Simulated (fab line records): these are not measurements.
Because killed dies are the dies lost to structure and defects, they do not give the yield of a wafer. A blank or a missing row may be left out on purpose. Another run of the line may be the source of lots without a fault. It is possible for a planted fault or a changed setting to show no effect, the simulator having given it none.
Chamber matching    flow sky130    SKY_POLY_GATE_ETCH_17 on rieSi-01: 4 sister chambers
The step etches poly-Si in HBr/Cl2, stops on SiO2, target depth 180 nm, time 70.5 s. 8 wafers are shown with their chamber, then 12 later ones without.

== WAFERS WITH THEIR CHAMBER ==
wafer   chamber  drypumpMotorCurrentA (A)  oesProductAu (a.u.)
L082.5  1        5.41                      0.990
L085.5  1        5.39                      0.983
L086.1  2        5.59                      0.976
L086.4  3        6.09                      0.995
L086.6  2        5.60                      0.969
L088.4  0        6.16                      0.979
L088.5  0        6.16                      0.978
L088.6  3        6.07                      0.983

== WAFERS WITH NO CHAMBER GIVEN ==
wafer   drypumpMotorCurrentA (A)  oesProductAu (a.u.)
L090.2  6.04                      0.993
L090.3  5.39                      0.995
L090.4  6.14                      0.985
L091.3  6.12                      0.988
L091.5  5.61                      0.969
L091.6  6.07                      0.989
L094.1  5.62                      0.969
L094.5  5.43                      0.988
L094.6  5.64                      0.973
L096.2  6.02                      0.979
L096.3  5.63                      0.971
L096.6  6.09                      0.979

== WHICH CHAMBER EACH ONE RAN IN ==
wafer   from the rows above      in truth
L090.2  3                        3
L090.3  1                        1
L090.4  0                        0
L091.3  can't be placed: 3 or 0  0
L091.5  2                        2
L091.6  3                        3
L094.1  2                        2
L094.5  1                        1
L094.6  2                        2
L096.2  3                        3
L096.3  2                        2
L096.6  3                        3
Correctly placed: 11 of 12. From these rows, 1 cannot be placed; in 1 the true chamber is one of the candidates. 0 placed wrongly.
How it was worked out, from the rows above alone: a wafer's distance from a chamber is the root of the sum, over the readings, of the square of ((its reading less the chamber's mean) divided by the reading's scatter). The wafer belongs to the nearest chamber; if the next one is less than 2 further off, it can't be placed. Each chamber's mean is taken over the wafers shown for it. How the scatter is found: for the shown wafers, subtract from each reading the mean of its chamber, square and add these, divide the total by (wafers less chambers), then take the root.
